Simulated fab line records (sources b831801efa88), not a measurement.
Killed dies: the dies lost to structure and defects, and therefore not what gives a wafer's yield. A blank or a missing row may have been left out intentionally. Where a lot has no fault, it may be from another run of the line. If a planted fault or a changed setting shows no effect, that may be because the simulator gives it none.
Comparing a struck lot with a sound one	flow sky130	43 out of 708 route steps
Sound: wafers L685.2, L685.3, L685.6. Wafers struck: L688.2, L688.3, L688.6. At the end, the cause is stated.
At each step with rows: each side's tool, then ch and its chambers, then its first start. Under that, the readings that differ: sound wafers	struck wafers	difference of the means	sigmas: that difference in standard deviations of wafers without a fault.
alike: a reading whose means differ by less than 2 such deviations, as well as words and numbers matching on both sides. not compared: withheld readings; readings where some wafer has no value; bounds like >300 that might hide an equal value; numbers whose values overlap and for which the record gives no deviation.
Wherever a step has rows on one side only, a row that says differs or no value, or a row with sigmas, the two part there. Numbers that don't overlap but have no deviation are shown without sigmas and don't part them. A reading that every wafer of one side lacks parts them only if that side has two wafers or more.

first, 3 steps without rows for these wafers: SKY_CONTACT_STRIP_20 (strips in post etch residue remover, time 1200 s); SKY_CONTACT_CLEAN_21 (cleans in IPA, time 180 s); SKY_CONTACT_CLEAN_22 (cleans in O3/DIW).
SKY_CONTACT_SPUTTER_23: material TiN, target thk 20 nm, time 80 s.
  struck on pvdSputter-03, day 34 12:47; sound on pvdSputter-01, day 32 21:23
  alike: chamberPressurePa, throttleValvePct
then, 1 step without rows for these wafers: SKY_CONTACT_CVD_24 (deposits W, target thk 340 nm, time 102.12 s).
SKY_CONTACT_RS_MEAS_25: a four-point-probe measurement.
  struck on filmMetro-03, day 34 12:59; sound on filmMetro-01, day 32 21:34
  alike: CONTACT_W_RS
SKY_CONTACT_THK_MEAS_26: measures by xrf.
  struck on filmMetro-03, day 34 13:05; sound on filmMetro-01, day 32 21:41
  alike: CONTACT_W_THK
then, 3 steps without rows for these wafers: SKY_CONTACT_CMP_27 (polishes, stops on SiO2, t overpolish 15 s, target thk 0 nm); SKY_METAL1_SPUTTER_00 (material Ti, target thk 15 nm, time 10 s); SKY_METAL1_SPUTTER_01 (material TiN, target thk 20 nm, time 16.7 s).
SKY_METAL1_SPUTTER_02: material AlCu, target thk 250 nm, time 13.3 s.
  struck on pvdSputter-02, day 34 13:29; sound on pvdSputter-02, day 32 22:05
  alike: chamberPressurePa, throttleValvePct
then, 1 step without rows for these wafers: SKY_METAL1_SPUTTER_03 (material Ti, target thk 5 nm, time 3.3 s).
SKY_METAL1_SPUTTER_04: material TiN, target thk 70 nm, time 58.3 s.
  struck on pvdSputter-02, day 34 13:32; sound on pvdSputter-02, day 32 22:07
  alike: chamberPressurePa, throttleValvePct
SKY_METAL1_RS_MEAS_05: a four-point-probe measurement.
  struck on filmMetro-04, day 34 13:36; sound on filmMetro-02, day 32 22:11
reading	sound	struck	difference	sigmas
METAL1_ALCU_RS (ohm/sq)	0.1249 0.1251 0.1251	0.1285 0.1290 0.1284	+0.0036	+4
SKY_METAL1_THK_MEAS_06: measures by xrf.
  struck on filmMetro-04, day 34 13:43; sound on filmMetro-02, day 32 22:18
reading	sound	struck	difference	sigmas
METAL1_ALCU_THK (nm)	255.0 255.3 254.6	248.5 247.4 247.2	-7.3	-3
then, 8 steps without rows for these wafers: SKY_METAL1_DEHYDRATE_07 (time 60 s); SKY_METAL1_HMDS_08 (prime time 60 s); SKY_METAL1_COAT_09 (resist thk 60 nm); SKY_METAL1_COAT_10 (resist thk 450 nm); SKY_METAL1_SOFTBAKE_11 (time 90 s); SKY_METAL1_EXPOSE_12 (exposes mask MM1, target cd 140 nm); SKY_METAL1_PEB_13; SKY_METAL1_DEVELOP_14 (develop time 60 s).
SKY_METAL1_CD_MEAS_15: target cd 140 nm.
  struck on cdSem-01, day 35 17:01; sound on cdSem-01, day 33 23:58
  alike: cdNm
SKY_METAL1_OVL_MEAS_16:
  struck on overlay-01, day 35 17:08; sound on overlay-01, day 34 00:04
  alike: METAL1_OVL
SKY_METAL1_DESCUM_17: chemistry O2, time 8 s.
  sound on rieMetal-01 ch 0,1, day 34 00:06; struck on rieMetal-01 ch 0,1, day 35 17:10
  alike: drypumpMotorCurrentA, oesProductAu
  not compared: rfHoursCounterH
SKY_METAL1_ETCH_18: etches BARC in N2/H2, stops on SiO2, time 45.9 s, target depth 60 nm.
  sound on rieMetal-01 ch 0,1, day 34 00:08; struck on rieMetal-01 ch 0,1, day 35 17:11
  alike: drypumpMotorCurrentA, oesProductAu, throttleValvePct
  not compared: rfHoursCounterH
then, 6 steps without rows for these wafers: SKY_METAL1_METAL_ETCH_19 (etches the open film in Cl2/BCl3, stops on SiO2, target depth 360 nm, time 78 s); SKY_METAL1_STRIP_20 (strips in O2/N2); SKY_METAL1_STRIP_21 (strips in post etch residue remover, time 1200 s); SKY_METAL1_CLEAN_22 (cleans in IPA, time 180 s); SKY_METAL1_CLEAN_23 (cleans in O3/DIW); SKY_VIA1_HDPCVD_00 (deposits SiO2, target thk 1030 nm, time 171.7 s).
SKY_VIA1_THK_MEAS_01:
  struck on filmMetro-02, day 35 18:06; sound on filmMetro-03, day 34 01:00
  alike: VIA1_HDPCVD_THK
SKY_VIA1_CMP_02: polishes SiO2.
  sound on cmp-01 ch 1,2,3, day 34 01:03; struck on cmp-01 ch 0,1,3, day 35 18:09
  alike: motorCurrentA
SKY_VIA1_BOW_MEAS_03:
  struck on filmMetro-01, day 35 18:28; sound on filmMetro-01, day 34 01:22
  alike: VIA1_BOW
then, 6 steps without rows for these wafers: SKY_VIA1_DEHYDRATE_04 (time 60 s); SKY_VIA1_HMDS_05 (prime time 60 s); SKY_VIA1_COAT_06 (resist thk 60 nm); SKY_VIA1_COAT_07 (resist thk 450 nm); SKY_VIA1_SOFTBAKE_08 (time 90 s); SKY_VIA1_EXPOSE_09 (exposes mask VIM, target cd 150 nm).
-- the record jumps here: 12 days lie between the struck wafers' starts before and after (it left off in module VIA1 and takes up again in module PAD_OPEN, whose first step shown is number 708 of the route) --
SKY_PAD_OPEN_PROBE_99:
  struck on prober-02, day 47 22:28; sound on prober-02, day 46 18:25
reading	sound	struck	difference	sigmas
defectLimitedYield (%)	81.5 80.5 79.9	67.5 72.0 72.2	-10.1	-6
killed_at_M0_to_M3	49 49 58	100 85 92	+40	+6
killedDies	91 96 99	160 138 137	+50	+5
killedOnRim	15 16 17	22 30 30	+11	+3
sort_bin_3_pad_short (%)	1.0 1.6 0.6	3.5 3.0 3.7	+2.3	+6
sort_bin_5_function (%)	11.8 11.0 13.4	22.2 15.9 16.3	+6.1	+4
sortNPass	401 396 393	332 354 355	-50	-5
sortYieldPct (%)	81.5 80.5 79.9	67.5 72.0 72.2	-10.1	-6
model.etest.tester.sortNPass	401 396 393	332 354 355	-50	
model.etest.tester.sortYieldPct (%)	81.5 80.49 79.88	67.48 71.95 72.15	-10.10	
model.etest.tester.sort_bin_5_pct (%)	11.79 10.98 13.41	22.15 15.85 16.26	+6.03	
model.etest.tester.sort_bin_3_pct (%)	1.016 1.626 0.6098	3.455 3.049 3.659	+2.304	
  alike: killed_at_M4_up, killedAtContacts, killedAtFrontEnd, killedAtOther, killedOpen, killedShort, sort_bin_6_memory

WHERE THEY PART
First at SKY_METAL1_RS_MEAS_05; last, within this record, at SKY_PAD_OPEN_PROBE_99.

WHY: what the simulator had put in
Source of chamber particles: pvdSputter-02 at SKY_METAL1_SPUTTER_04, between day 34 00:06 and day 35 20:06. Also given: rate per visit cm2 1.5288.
